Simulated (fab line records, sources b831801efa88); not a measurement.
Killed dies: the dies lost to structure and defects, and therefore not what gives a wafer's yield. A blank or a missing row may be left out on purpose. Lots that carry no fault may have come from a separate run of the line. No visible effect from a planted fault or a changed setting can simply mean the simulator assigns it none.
Chamber matching	flow sky130	SKY_CONTACT_CMP_27 on cmp-02: 4 sister chambers
The step polishes, stops on SiO2, t overpolish 15 s, target thk 0 nm. 24 wafers are shown with their chamber, then 12 later ones without.

## WAFERS WITH THEIR CHAMBER
wafer	chamber	motorCurrentA (A)	timeToEndpointS (s)	overpolishRunS (s)
L076.1	0	10.9	86	15.008
L076.2	2	12.7	81	14.973
L076.3	1	11.0	79	14.989
L079.1	3	14.6	77	15.008
L079.3	1	10.8	74	15.002
L079.6	3	14.1	83	15.000
L081.1	2	12.9	81	14.999
L081.3	0	10.1	82	14.999
L081.4	3	14.2	79	14.989
L084.2	3	14.2	82	15.001
L084.5	2	13.7	81	14.987
L084.6	3	14.1	78	14.994
L085.1	2	12.6	84	15.005
L085.4	0	10.5	88	15.007
L085.5	0	10.7	83	14.995
L087.4	3	14.3	78	14.998
L087.5	0	10.8	80	15.007
L087.6	3	14.3	80	15.004
L089.1	2	13.0	77	14.994
L089.3	1	11.1	73	14.993
L089.6	3	14.3	78	15.006
L088.3	1	10.5	74	15.000
L088.5	3	14.1	75	14.997
L088.6	2	13.0	79	15.002

SIGNATURES, as means of the wafers listed above
reading	chamber 0	chamber 1	chamber 2	chamber 3	scatter within a chamber
motorCurrentA	10.600	10.850	12.983	14.244	0.279
timeToEndpointS	83.80	75.00	80.50	78.89	2.64
overpolishRunS	15.00320	14.99600	14.99333	14.99967	0.00784
Rule: distance of a wafer from a chamber = root of the sum over the readings of ((wafer's reading minus chamber's mean) / reading's scatter) squared. The wafer belongs to the nearest chamber; if the next one is less than 2 further off, it can't be placed. The scatter is the square root of a quotient: the sum, over the shown wafers, of each reading's squared deviation from its chamber's mean, divided by wafers minus chambers.

## WAFERS MISSING THEIR CHAMBER
wafer	motorCurrentA (A)	timeToEndpointS (s)	overpolishRunS (s)
L091.1	10.4	80	15.005
L091.2	13.3	77	15.021
L091.5	14.3	74	14.996
L094.2	10.7	78	15.010
L094.3	14.2	81	14.997
L094.4	12.8	80	15.007
L096.2	13.0	80	15.004
L096.4	10.5	79	14.991
L096.6	14.1	80	15.017
L097.1	10.1	81	15.009
L097.3	10.2	79	15.012
L097.6	12.4	81	15.008

## CHAMBER TAKEN BY EACH
wafer	from the rows above	in truth
L091.1	can't be placed: 0 or 1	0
L091.2	can't be placed: 2 or 3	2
L091.5	3	3
L094.2	can't be placed: 1 or 0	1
L094.3	3	3
L094.4	2	2
L096.2	2	2
L096.4	can't be placed: 1 or 0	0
L096.6	3	3
L097.1	can't be placed: 0 or 1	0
L097.3	can't be placed: 0 or 1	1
L097.6	2	2
6 of 12 placed correctly. Cannot be placed on the basis of these rows: 6; the candidates contain the true chamber in 6. Number placed wrongly: 0.
